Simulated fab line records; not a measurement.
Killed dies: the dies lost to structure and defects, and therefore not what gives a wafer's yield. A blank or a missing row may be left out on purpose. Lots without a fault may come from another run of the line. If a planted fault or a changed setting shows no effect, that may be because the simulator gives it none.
fab line records | flow sfq-line
record lots=6 wafers=16 last-day=94
route steps=325 shown L0@12 L0V@16
lots that met no fault: from a run of the same line without faults
start-h: start of the lot's first displayed wafer, in hours after the record's first day | wait-h: hours from the lot's prior step to this one | " identical to the entry in the row above | L1.1+2: several wafers, shown together as one row | - either no value or no given start | * or withheld: withheld | < > ~ a bound
route shown NAME@n: NAME is a module with steps in the file, n the number in the route of the first one | usual: mean/standard deviation taken from wafers without a fault | same: alike in all rows | chamber/n: place in a boat | sites: per-site readings | _std_site: the values' standard deviation | _edge_site: outer sites' mean less inner sites' | radius-mm: for every site, how far away it sits from the centre of the wafer | mask NAME#n: copy n | behind: the tool/chamber that last shaped the wafer | hold: what put the lot on hold/how long, in hours/how the hold closed | device: the n, p or np transistor that did not switch | end of line: at the end of the route, the tests of the same wafers | for a step that has no rows: nothing shown but its recipe | killed: count of dies lost to structure and defects at first sort (not the wafer's yield) | map: shows each die of a wafer: x if killed, . if not, _ if none is there
set.NAME: the run value of the setting; set.NAME@STEP: its run value at that earlier step | model.NAME: the simulator's own value behind a step, which no gauge read
lots at selected steps of the route; one table per step, one row per wafer
services: a tool's chamber out of use, with start hour (start-h, from the record's first day; less than 0 if before it), hours out, and reason
## steps
# step SFQ_TRILAYER_L0_BARC_OPEN_METAL_ETCH_010
# recipe mask-material=PR chemistry=O2 target-depth-nm=125 target=BARC icp-w=600 bias-w=80 pressure-mtorr=10 time-s=41.7
# usual chamber-pressure-mTorr=10.000/0.0076 drypump-motor-current-A=5.9/0.42 oes-product-au=0.684/0.0042
# columns lot.wafer tool chamber start-h wait-h chamber-pressure-mTorr drypump-motor-current-A oes-product-au rf-hours-counter-h
L448.3 rie-metal-04 1 54.30 0.1 9.987 5.7 0.686 -
L448.4 " 0 " " 9.995 6.2 0.685 -
L448.5 " 1 " " 10.011 5.7 0.688 -
L449.1 rie-metal-02 0 60.28 0.1 10.006 6.3 0.681 205
L449.2 " 1 " " 10.008 5.8 0.680 1
L449.5 " 0 " " 10.006 6.3 0.687 -
L466.5 rie-metal-02 1 149.44 0.1 9.997 5.9 0.680 -
L466.6 " 0 " " 9.994 6.3 0.684 -
L468.1 rie-metal-02 1 160.00 0.1 10.000 5.9 0.684 18
L468.3 " 0 " " 10.004 6.3 0.686 -
L469.4 rie-metal-02 1 163.62 0.1 10.007 5.9 0.691 -
L469.5 " 1 " " 9.997 5.8 0.675 -
L469.6 " 0 " " 9.998 6.3 0.688 -
L470.3 rie-metal-04 0 168.42 0.1 9.993 6.1 0.690 -
L470.5 " 1 " " 10.001 5.7 0.680 -
L470.6 " 0 " " 9.992 6.2 0.689 -
# step SFQ_TRILAYER_L0_ETCH_METAL_ETCH_008
# recipe target=MoNx_KI stop-on=SiO2 mask-material=PR chemistry=SF6/O2 target-depth-nm=50 icp-w=600 bias-w=80 pressure-mtorr=10 time-s=25
# usual chamber-pressure-mTorr=10.000/0.009 drypump-motor-current-A=5.9/0.42 oes-product-au=0.877/0.0087
# columns lot.wafer tool chamber start-h wait-h chamber-pressure-mTorr drypump-motor-current-A oes-product-au rf-hours-counter-h
L448.3 rie-metal-04 1 54.35 0.0 10.007 5.7 0.856 -
L448.4 " 0 " " 9.999 6.2 0.883 -
L448.5 " 1 " " 10.004 5.6 0.869 -
L449.1 rie-metal-02 0 60.34 0.0 9.997 6.3 0.883 205
L449.2 " 1 " " 9.993 5.9 0.875 1
L449.5 " 0 " " 9.981 6.3 0.876 -
L466.5 rie-metal-02 1 149.49 0.0 9.999 5.9 0.880 -
L466.6 " 0 " " 9.992 6.4 0.876 -
L468.1 rie-metal-02 1 160.08 0.1 9.992 5.9 0.869 18
L468.3 " 0 " " 9.991 6.3 0.863 -
L469.4 rie-metal-02 1 163.68 0.0 9.998 5.9 0.882 -
L469.5 " 1 " " 9.996 5.9 0.878 -
L469.6 " 0 " " 10.003 6.3 0.902 -
L470.3 rie-metal-04 0 168.48 0.0 9.994 6.2 0.889 -
L470.5 " 1 " " 9.998 5.7 0.868 -
L470.6 " 0 " " 10.010 6.1 0.878 -
# step SFQ_TRILAYER_L0_STRIP_STRIP_009
# recipe gas=O2 power-w=200 platen-temp-c=40 overash-fraction=0.65 chemistry=O2 pressure-mtorr=50
# usual chamber-pressure-mTorr=50.00/0.045 drypump-motor-current-A=5.9/0.42 oes-product-au=1.004/0.012
# columns lot.wafer tool chamber start-h wait-h chamber-pressure-mTorr drypump-motor-current-A oes-product-au rf-hours-counter-h
L448.3 rie-metal-04 1 54.58 0.2 49.97 5.7 1.028 -
L448.4 " 0 " " 50.05 6.2 1.009 -
L448.5 " 1 " " 50.04 5.7 1.013 -
L449.1 rie-metal-02 0 60.38 0.0 49.98 6.3 1.004 205
L449.2 " 1 " " 49.98 5.9 1.008 1
L449.5 " 0 " " 49.95 6.3 0.997 -
L466.5 rie-metal-02 1 149.91 0.4 49.93 5.9 1.005 -
L466.6 " 0 " " 50.01 6.3 0.995 -
L468.1 rie-metal-02 1 160.14 0.0 49.99 5.9 1.004 18
L468.3 " 0 " " 49.93 6.3 0.994 -
L469.4 rie-metal-02 1 163.91 0.2 50.07 5.8 1.018 -
L469.5 " 1 " " 50.05 5.8 1.008 -
L469.6 " 0 " " 50.04 6.3 0.999 -
L470.3 rie-metal-04 0 168.71 0.2 50.06 6.2 1.007 -
L470.5 " 1 " " 50.03 5.7 1.024 -
L470.6 " 0 " " 49.98 6.2 1.016 -
# step SFQ_TRILAYER_L0_STRIP_SOLV_CLEAN_010
# recipe chemistry=NMP temp-c=70 time-s=600
# step SFQ_TRILAYER_L0_CAP_PECVD_011
# recipe material=SiO2 temp-c=150 time-s=13.333 pressure-torr=2.4 rf-w=183.3 precursor=SiH4/N2O target-thk-nm=60
# usual heater-power-w=92/12 throttle-valve-pct=25.4/1.4
# columns lot.wafer tool chamber start-h wait-h heater-power-w throttle-valve-pct
L448.3 pecvd-02 0 55.16 0.0 112 26.4
L448.4 " 0 " " 113 26.5
L448.5 " 2 " " 95 27.8
L449.1 pecvd-02 0 61.17 0.0 99 26.5
L449.2 " 2 " " 94 27.5
L449.5 " 0 " " 98 26.6
L466.5 pecvd-03 0 150.33 0.0 100 24.7
L466.6 " 1 " " 95 24.2
L468.1 pecvd-02 1 161.12 0.0 92 25.9
L468.3 " 2 " " 93 27.5
L469.4 pecvd-02 0 164.50 0.0 92 26.8
L469.5 " 1 " " 95 25.4
L469.6 " 2 " " 85 27.4
L470.3 pecvd-03 0 169.28 0.0 107 24.8
L470.5 " 2 " " 75 24.7
L470.6 " 0 " " 104 25.0
# step SFQ_TRILAYER_L0_VIA_LITHO_COAT_018
# recipe resist=BARC spin-rpm=3000 resist-thk-nm=62
# step SFQ_TRILAYER_L0_VIA_LITHO_COAT_013
# recipe resist=KrF spin-rpm=3000 resist-thk-nm=650
# step SFQ_TRILAYER_L0_VIA_LITHO_SOFTBAKE_017
# recipe temp-c=withheld time-s=withheld resist=KrF
# step SFQ_TRILAYER_L0_VIA_LITHO_EXPOSE_014
# recipe mask-id=L0V na=0.6 source-shape=conventional sigma-outer=0.65 target-cd-nm=700 dose-mj=21.3
# step SFQ_TRILAYER_L0_VIA_LITHO_PEB_016
# recipe peb-temp-c=115 peb-time-s=60 resist=KrF
# step SFQ_TRILAYER_L0_VIA_LITHO_DEVELOP_015
# recipe time-s=60 resist=KrF
# step SFQ_L0V_OVL_MEAS_903
# usual L0V_OVL=0/5.1
# columns lot.wafer tool chamber start-h wait-h L0V_OVL[nm]
L448.3 overlay-02 - 95.87 0.1 5
L448.4 " - " " -4
L448.5 " - " " 8
L449.1 overlay-01 - 104.25 0.1 -5
L449.2 " - " " -9
L449.5 " - " " -3
L466.5 overlay-01 - 191.33 0.0 9
L466.6 " - " " 7
L468.1 overlay-02 - 200.90 0.1 -4
L468.3 " - " " -5
L469.4 overlay-01 - 204.52 0.1 1
L469.5 " - " " -6
L469.6 " - " " 1
L470.3 overlay-02 - 209.32 0.1 -2
L470.5 " - " " -2
L470.6 " - " " -2
# step SFQ_TRILAYER_L0_VIA_BARC_OPEN_VIA_ETCH_021
# recipe mask-material=PR chemistry=O2 target-depth-nm=125 target=BARC source-w=500 bias-w=80 pressure-mtorr=30 time-s=41.7
# usual chamber-pressure-mTorr=30.002/0.026 drypump-motor-current-A=5.5/0.41 oes-product-au=0.686/0.0041
# columns lot.wafer tool chamber start-h wait-h chamber-pressure-mTorr drypump-motor-current-A oes-product-au rf-hours-counter-h model.KrF_of_TRILAYER_L0_VIA_LITHO_COAT_013.thk-nm
L448.3 rie-diel-03 0 95.89 0.0 30.007 6.2 0.681 79 572.9
L448.4 " 1 " " 29.994 5.7 0.692 80 576.5
L448.5 " 3 " " 30.008 5.0 0.689 - 574.1
L449.1 rie-diel-03 3 104.29 0.0 29.980 5.0 0.693 36 572.3
L449.2 " 0 " " 29.971 6.2 0.690 79 571.7
L449.5 " 1 " " 29.985 5.8 0.684 - 576.1
L466.5 rie-diel-03 3 191.36 0.0 30.014 5.0 0.688 - 574.5
L466.6 " 0 " " 30.037 6.2 0.686 - 587.2
L468.1 rie-diel-03 0 200.94 0.0 29.993 6.2 0.685 81 587.5
L468.3 " 1 " " 29.970 5.7 0.688 81 574.2
L469.4 rie-diel-01 1 204.54 0.0 29.990 5.2 0.689 98 575.9
L469.5 " 1 " " 30.024 5.2 0.688 - 574.6
L469.6 " 0 " " 29.997 5.4 0.691 - 574.5
L470.3 rie-diel-01 0 209.34 0.0 29.953 5.4 0.682 121 577.6
L470.5 " 3 " " 30.006 5.6 0.685 - 578
L470.6 " 0 " " 30.031 5.4 0.690 - 578.8
# step SFQ_TRILAYER_L0_VIA_ETCH_VIA_ETCH_016
# recipe target=SiO2 stop-on=MoNx_KI mask-material=PR chemistry=CHF3 target-depth-nm=80 source-w=500 bias-w=80 pressure-mtorr=30 time-s=withheld
# usual chamber-pressure-mTorr=30.001/0.029 drypump-motor-current-A=5.5/0.42 oes-product-au=0.845/0.0074
# columns lot.wafer tool chamber start-h wait-h chamber-pressure-mTorr drypump-motor-current-A oes-product-au model.KrF_of_TRILAYER_L0_VIA_LITHO_COAT_013.thk-nm
L448.3 rie-diel-03 0 95.93 0.0 30.016 6.2 0.845 559.1
L448.4 " 1 " " 30.004 5.8 0.849 563.2
L448.5 " 3 " " 30.037 5.0 0.858 560
L449.1 rie-diel-03 3 104.33 0.0 29.964 5.0 0.850 558.4
L449.2 " 0 " " 30.010 6.2 0.845 557.7
L449.5 " 1 " " 29.919 5.8 0.841 562.8
L466.5 rie-diel-03 3 191.40 0.0 30.027 5.0 0.853 560.2
L466.6 " 0 " " 29.996 6.2 0.849 573.3
L468.1 rie-diel-03 0 200.98 0.0 30.017 6.2 0.833 573.5
L468.3 " 1 " " 29.958 5.8 0.836 560.8
L469.4 rie-diel-01 1 204.58 0.0 29.964 5.2 0.859 562.5
L469.5 " 1 " " 30.004 5.2 0.849 561.1
L469.6 " 0 " " 29.970 5.4 0.850 560.7
L470.3 rie-diel-01 0 209.38 0.0 29.952 5.4 0.845 564
L470.5 " 3 " " 30.025 5.6 0.843 564.1
L470.6 " 0 " " 29.975 5.4 0.850 565.1
# step SFQ_TRILAYER_L0_VIA_STRIP_STRIP_017
# recipe gas=O2 power-w=200 platen-temp-c=40 overash-fraction=0.65 chemistry=O2 pressure-mtorr=50
# usual chamber-pressure-mTorr=50.01/0.05 drypump-motor-current-A=6.0/0.41 oes-product-au=1.002/0.013
# columns lot.wafer tool chamber start-h wait-h chamber-pressure-mTorr drypump-motor-current-A oes-product-au rf-hours-counter-h
L448.3 rie-metal-02 0 96.18 - 50.08 6.3 0.993 -
L448.4 " 1 " " 49.98 5.9 0.998 -
L448.5 " 1 " " 50.02 5.8 1.003 -
L449.1 rie-metal-04 1 104.38 - 50.05 5.7 1.027 47
L449.2 " 0 " " 49.96 6.2 1.017 141
L449.5 " 0 " " 49.99 6.2 1.019 -
L466.5 rie-metal-04 0 191.83 - 49.99 6.1 1.008 -
L466.6 " 1 " " 50.01 5.7 1.024 -
L468.1 rie-metal-02 0 201.03 - 50.06 6.3 0.989 17
L468.3 " 0 " " 50.08 6.3 0.993 -
L469.4 rie-metal-04 1 204.83 - 49.99 5.7 1.019 -
L469.5 " 1 " " 50.08 5.7 1.016 -
L469.6 " 0 " " 49.93 6.2 1.009 -
L470.3 rie-metal-02 0 209.63 - 49.99 6.3 0.977 -
L470.5 " 0 " " 49.97 6.3 0.973 -
L470.6 " 1 " " 50.05 5.9 0.993 -
## services
# columns tool chamber start-h hours kind
rie-metal-02 1 32.47 3.8 repair
rie-metal-02 1 36.47 - clean
rie-metal-02 1 36.47 - consumable-replace:focus-ring
rie-metal-02 1 36.47 17.6 scheduled-down
rie-metal-02 1 36.47 17.6 vent-cycle
rie-metal-04 - 42.15 1.3 repair
rie-metal-02 0 79.76 - clean
rie-metal-02 0 79.76 - consumable-replace:focus-ring
pecvd-03 - 95.07 5.5 pm
pecvd-03 0 102.96 4.0 repair
rie-metal-04 - 110.51 2.8 pm
pecvd-02 - 119.10 2.1 repair
rie-metal-04 1 129.40 4.3 repair
rie-metal-02 - 131.68 15.6 pm
pecvd-03 - 132.62 2.5 repair
pecvd-02 - 145.97 3.6 repair
rie-diel-03 - 178.34 1.5 repair
rie-diel-03 1 190.87 7.5 repair
rie-diel-03 2 192.37 1.7 repair
pecvd-03 - 195.18 1.7 repair
## key
first-sign none at tools or gauges
model-effect step=SFQ_TRILAYER_L0_VIA_BARC_OPEN_VIA_ETCH_021 value=KrF_of_TRILAYER_L0_VIA_LITHO_COAT_013.thk-nm without=572.6 struck=587.4
model-effect step=SFQ_TRILAYER_L0_VIA_ETCH_VIA_ETCH_016 value=KrF_of_TRILAYER_L0_VIA_LITHO_COAT_013.thk-nm without=558.6 struck=573.4
met-at SFQ_TRILAYER_L0_VIA_BARC_OPEN_VIA_ETCH_021
struck-wafers L466.6,L468.1
onset-between 104.29 191.36
fault kind=process-parameter-drift tool=rie-diel-03 chamber=- onset-h=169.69 steps=SFQ_TRILAYER_L0_VIA_BARC_OPEN_VIA_ETCH_021 channel=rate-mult offset=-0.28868 shape=step end-h=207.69 scope=struck-wafers-only
